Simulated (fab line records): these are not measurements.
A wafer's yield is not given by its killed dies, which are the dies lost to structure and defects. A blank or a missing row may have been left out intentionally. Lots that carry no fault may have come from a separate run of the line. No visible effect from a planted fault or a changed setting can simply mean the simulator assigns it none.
The tool behind it: which one? + flow sky130 + 13 lots with 39 wafers sampled at 5 steps, on a route of 708 steps

== WHAT THE GAUGES READ, wafer by wafer ==
SKY_NWELL_OVL_MEAS_10.
| lot  | measured     | on         | NWELL_00_OVL (nm) |
|------|--------------|------------|-------------------|
| L901 | day 5 01:34  | overlay-02 | 0.6 1.0 1.3       |
| L903 | day 5 13:10  | overlay-01 | 2.5 2.0 2.1       |
| L904 | day 5 17:03  | overlay-01 | -0.5 -1.3 -0.7    |
| L906 | day 6 09:37  | overlay-01 | -0.7 1.0 0.0      |
| L907 | day 6 13:07  | overlay-01 | -0.1 0.1 -0.4     |
| L908 | day 6 19:36  | overlay-02 | -1.8 -0.6 -2.0    |
| L910 | day 7 05:19  | overlay-02 | -0.7 -1.2 -2.5    |
| L912 | day 7 18:18  | overlay-01 | 0.1 0.7 1.0       |
| L913 | day 7 22:19  | overlay-02 | -0.7 -0.6 -1.1    |
| L918 | day 9 02:10  | overlay-01 | 1.8 2.3 4.4       |
| L920 | day 9 14:33  | overlay-01 | 2.1 1.2 3.9       |
| L921 | day 9 21:43  | overlay-01 | -1.1 0.1 -0.9     |
| L922 | day 10 04:18 | overlay-01 | -3.6 -4.4 -2.3    |

SKY_VT_ADJUST_HVTP_TW_MEAS_11.
| lot  | measured     | on            | VT_ADJUST_HVTP_TW             |
|------|--------------|---------------|-------------------------------|
| L901 | day 6 15:26  | film-metro-01 | 1354 1348 1348                |
| L903 | day 7 03:05  | film-metro-04 | 1365 1352 1352                |
| L904 | day 7 08:39  | film-metro-01 | 1347 1351 1341                |
| L906 | day 8 01:33  | film-metro-02 | 1385 1387 1381                |
| L907 | day 8 05:53  | film-metro-04 | 1349 1354 1351                |
| L908 | day 8 14:13  | film-metro-02 | 1382 1386 1380                |
| L910 | day 8 22:49  | film-metro-01 | 1351 1350 1352                |
| L912 | day 9 13:16  | film-metro-04 | 1194 1193 1195 1196 1198 1195 |
| L913 | day 9 18:10  | film-metro-04 | 1357 1354 1348                |
| L918 | day 11 00:50 | film-metro-04 | 1206 1198 1196 1202 1201 1203 |
| L920 | day 11 13:52 | film-metro-02 | 1396 1387 1387                |
| L921 | day 11 22:22 | film-metro-02 | 1392 1394 1396                |
| L922 | day 12 05:19 | film-metro-01 | 1349 1354 1353                |

SKY_VT_ADJUST_NCORE_OVL_MEAS_08.
| lot  | measured     | on         | VT_ADJUST_NCORE_OVL (nm) |
|------|--------------|------------|--------------------------|
| L901 | day 9 06:02  | overlay-01 | 0.2 0.3 -0.2             |
| L903 | day 9 17:26  | overlay-02 | 0.5 -1.5 -0.1            |
| L904 | day 9 23:02  | overlay-01 | 2.3 2.1 0.0              |
| L906 | day 10 19:34 | overlay-02 | -1.0 -0.2 -1.1           |
| L907 | day 10 23:53 | overlay-02 | 1.4 2.2 1.2              |
| L908 | day 11 09:23 | overlay-01 | -0.5 -1.6 -2.7           |
| L910 | day 11 18:47 | overlay-01 | -0.7 -0.3 -1.5           |
| L912 | day 12 11:08 | overlay-02 | 0.9 1.6 2.9              |
| L913 | day 12 17:26 | overlay-01 | 1.0 0.3 1.2              |
| L918 | day 14 02:05 | overlay-01 | -2.3 -1.5 -2.9           |
| L920 | day 14 17:32 | overlay-02 | -0.4 0.8 -0.7            |
| L921 | day 15 03:47 | overlay-01 | -0.5 0.3 1.3             |
| L922 | day 15 09:59 | overlay-02 | 1.9 1.7 2.5              |

SKY_SONOS_TUNNEL_CD_MEAS_07: the cd target is 410 nm.
| lot  | measured     | on        | cd-nm (nm)        |
|------|--------------|-----------|-------------------|
| L901 | day 12 03:32 | cd-sem-01 | 410.2 408.0 408.9 |
| L903 | day 12 16:43 | cd-sem-01 | 412.1 412.9 413.3 |
| L904 | day 12 22:48 | cd-sem-02 | 409.8 411.0 408.1 |
| L906 | day 13 21:40 | cd-sem-01 | 409.2 409.4 408.7 |
| L907 | day 14 02:05 | cd-sem-01 | 405.8 409.6 403.9 |
| L908 | day 14 12:54 | cd-sem-01 | 406.7 409.1 408.4 |
| L910 | day 14 23:53 | cd-sem-01 | 410.8 408.7 407.3 |
| L912 | day 15 18:12 | cd-sem-02 | 412.4 412.8 414.1 |
| L913 | day 16 00:16 | cd-sem-02 | 408.0 410.0 407.4 |
| L918 | day 17 13:01 | cd-sem-01 | 413.3 413.7 414.1 |
| L920 | day 18 06:36 | cd-sem-02 | 410.1 409.0 406.4 |
| L921 | day 18 17:56 | cd-sem-02 | 410.6 410.7 410.9 |
| L922 | day 19 01:27 | cd-sem-02 | 411.2 410.5 411.7 |

== EACH LOT AND THE TOOL THAT RAN IT (in order: tool; ch and the chambers of the sampled wafers; start) ==
| lot  | SKY_VT_ADJUST_HVTP_IMPLANT_09   |
|------|---------------------------------|
| L901 | implanter-03 ch 0, day 6 15:11  |
| L903 | implanter-04 ch 0, day 7 02:50  |
| L904 | implanter-04 ch 0, day 7 08:24  |
| L906 | implanter-04 ch 0, day 8 01:18  |
| L907 | implanter-04 ch 0, day 8 05:40  |
| L908 | implanter-04 ch 0, day 8 13:58  |
| L910 | implanter-03 ch 0, day 8 22:36  |
| L912 | implanter-04 ch 0, day 9 13:01  |
| L913 | implanter-01 ch 0, day 9 17:56  |
| L918 | implanter-04 ch 0, day 11 00:35 |
| L920 | implanter-03 ch 0, day 11 13:37 |
| L921 | implanter-01 ch 0, day 11 22:08 |
| L922 | implanter-01 ch 0, day 12 05:04 |
- SKY_VT_ADJUST_HVTP_IMPLANT_09

== AS READ BY THE TOOLS THEMSELVES (means over the sampled wafers that have a number; for cases with no such wafer, the mark the record gives instead) ==
SKY_VT_ADJUST_HVTP_IMPLANT_09.
| lot  | tool         | dose-ions-cm2 | faraday-current-uA |
|------|--------------|---------------|--------------------|
| L901 | implanter-03 | 4.3e+12       | 24.2               |
| L903 | implanter-04 | 4.3e+12       | 23.9               |
| L904 | implanter-04 | 4.3e+12       | 24.5               |
| L906 | implanter-04 | 4.3e+12       | 24.6               |
| L907 | implanter-04 | 4.3e+12       | 24.2               |
| L908 | implanter-04 | 4.3e+12       | 24.6               |
| L910 | implanter-03 | 4.3e+12       | 24.7               |
| L912 | implanter-04 | 2.9e+12       | 16.0               |
| L913 | implanter-01 | 4.3e+12       | 23.8               |
| L918 | implanter-04 | 2.9e+12       | 16.1               |
| L920 | implanter-03 | 4.3e+12       | 24.3               |
| L921 | implanter-01 | 4.3e+12       | 24.6               |
| L922 | implanter-01 | 4.3e+12       | 24.0               |

== THE ANSWER, worked out from the rows above alone ==
Rule: the lots themselves supply what counts as usual. Put in order of their means at a reading, lots are off if they are a third of the lots or fewer, leave a main group of 4 or more, and stand apart from it by a gap of 3 or more times the standard deviation of the main group's means; of several such gaps the widest counts. If all means in a main group match to the digits the tables above print for the reading, that group is not used. Also off: a lot with no number at a reading for which 4 or more lots have one. The other lots that the step has rows for count as sound. The gauges are gone through in route order, then the tools' own readings, and for those a lot's mean is taken as printed above. At the first step where some lot is off, the reading lying furthest off is the one used; lots without a number count as furthest.
Off: L912, L918, seen at SKY_VT_ADJUST_HVTP_TW_MEAS_11 (VT_ADJUST_HVTP_TW). The main group: mean 1365, standard deviation 18.
A tool fits if, at a process step before that reading, it ran every lot that is off, and no sound lot after the first of them. Not tried: the gauges at SKY_VT_ADJUST_HVTP_TW_MEAS_11; whatever is off there is also off at SKY_VT_ADJUST_HVTP_IMPLANT_09, on other tools, and gauge error can't account for it. One fits: SKY_VT_ADJUST_HVTP_IMPLANT_09 on implanter-04. Its last sound lot is L908 (day 8 13:58), its first lot that is off L912 (day 9 13:01): a fault that began between those two fits.
The tool's own readings at SKY_VT_ADJUST_HVTP_IMPLANT_09 bear it out: on the lots that are off they differ by more than 5 times the standard deviation of the sound lots' means. dose-ions-cm2 reads 2.9e+12 there against 4.3e+12 on the sound lots; faraday-current-uA reads 16.1 there against 24.3 on the sound lots.

== WHAT WAS PUT IN BY THE SIMULATOR ==
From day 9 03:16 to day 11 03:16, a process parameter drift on implanter-04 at SKY_VT_ADJUST_HVTP_IMPLANT_09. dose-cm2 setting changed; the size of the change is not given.
Struck lots among those shown: L912, L918. Same finding as the rule above.
